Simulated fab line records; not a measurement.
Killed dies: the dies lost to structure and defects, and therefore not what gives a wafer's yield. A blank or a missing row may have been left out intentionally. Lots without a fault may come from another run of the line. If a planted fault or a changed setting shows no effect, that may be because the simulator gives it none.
Chamber matching :: flow gf180mcu :: 4 sister chambers for GF_V1_CMP_04 on cmp-02
The step polishes SiO2. 16 wafers are shown with their chamber, then 8 later ones without.

## EACH WAFER AND ITS CHAMBER
wafer: L826.1
chamber: 2
motorCurrentA (A): 11.5
timeToEndpointS (s): 87

wafer: L826.5
chamber: 3
motorCurrentA (A): 11.0
timeToEndpointS (s): 78

wafer: L826.6
chamber: 2
motorCurrentA (A): 12.0
timeToEndpointS (s): 91

wafer: L831.1
chamber: 0
motorCurrentA (A): 11.3
timeToEndpointS (s): 81

wafer: L831.5
chamber: 1
motorCurrentA (A): 11.3
timeToEndpointS (s): 86

wafer: L831.6
chamber: 0
motorCurrentA (A): 11.4
timeToEndpointS (s): 86

wafer: L838.2
chamber: 2
motorCurrentA (A): 11.8
timeToEndpointS (s): 81

wafer: L838.4
chamber: 0
motorCurrentA (A): 11.6
timeToEndpointS (s): 78

wafer: L838.5
chamber: 0
motorCurrentA (A): 11.9
timeToEndpointS (s): 85

wafer: L839.1
chamber: 1
motorCurrentA (A): 11.1
timeToEndpointS (s): 83

wafer: L839.2
chamber: 3
motorCurrentA (A): 11.3
timeToEndpointS (s): 72

wafer: L839.6
chamber: 0
motorCurrentA (A): 11.6
timeToEndpointS (s): 79

wafer: L841.2
chamber: 1
motorCurrentA (A): 11.1
timeToEndpointS (s): 76

wafer: L841.3
chamber: 2
motorCurrentA (A): 11.7
timeToEndpointS (s): 83

wafer: L841.4
chamber: 0
motorCurrentA (A): 11.5
timeToEndpointS (s): 83

wafer: L844.1
chamber: 1
motorCurrentA (A): 11.0
timeToEndpointS (s): 85

SIGNATURES, as means of the wafers listed above
reading: motorCurrentA
chamber 0: 11.550
chamber 1: 11.125
chamber 2: 11.750
chamber 3: 11.150
scatter within a chamber: 0.191

reading: timeToEndpointS
chamber 0: 82.00
chamber 1: 82.50
chamber 2: 85.50
chamber 3: 75.00
scatter within a chamber: 3.98
Rule: a wafer lies at a distance from a chamber equal to the root of the sum of squares, over the readings, of (its reading less the chamber's mean, divided by the reading's scatter). If the next closest chamber is less than 2 further off than the closest, the wafer can't be placed; otherwise it belongs to the closest. The scatter is the square root of a quotient: the sum, over the shown wafers, of each reading's squared deviation from its chamber's mean, divided by wafers minus chambers.

## WAFERS WITH NO CHAMBER GIVEN
wafer: L844.2
motorCurrentA (A): 11.3
timeToEndpointS (s): 76

wafer: L844.5
motorCurrentA (A): 11.4
timeToEndpointS (s): 88

wafer: L847.3
motorCurrentA (A): 11.3
timeToEndpointS (s): 82

wafer: L847.4
motorCurrentA (A): 11.8
timeToEndpointS (s): 86

wafer: L847.5
motorCurrentA (A): 11.0
timeToEndpointS (s): 78

wafer: L848.1
motorCurrentA (A): 10.7
timeToEndpointS (s): 84

wafer: L848.3
motorCurrentA (A): 11.6
timeToEndpointS (s): 80

wafer: L848.4
motorCurrentA (A): 11.5
timeToEndpointS (s): 99

## WHICH CHAMBER EACH ONE RAN IN
wafer: L844.2
from the rows above: can't be placed: 3 or 1 or 0
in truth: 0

wafer: L844.5
from the rows above: can't be placed: 0 or 2 or 1 or 3
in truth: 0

wafer: L847.3
from the rows above: can't be placed: 1 or 0 or 3 or 2
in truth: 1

wafer: L847.4
from the rows above: can't be placed: 2 or 0
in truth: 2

wafer: L847.5
from the rows above: can't be placed: 3 or 1 or 0
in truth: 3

wafer: L848.1
from the rows above: can't be placed: 1 or 3
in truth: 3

wafer: L848.3
from the rows above: can't be placed: 0 or 2 or 1
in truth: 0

wafer: L848.4
from the rows above: can't be placed: 2 or 0 or 1
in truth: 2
Placed correctly: 0 of 8. Unplaceable from these rows: 8, with the true chamber sitting among the candidates in 8. Wrongly placed: 0.
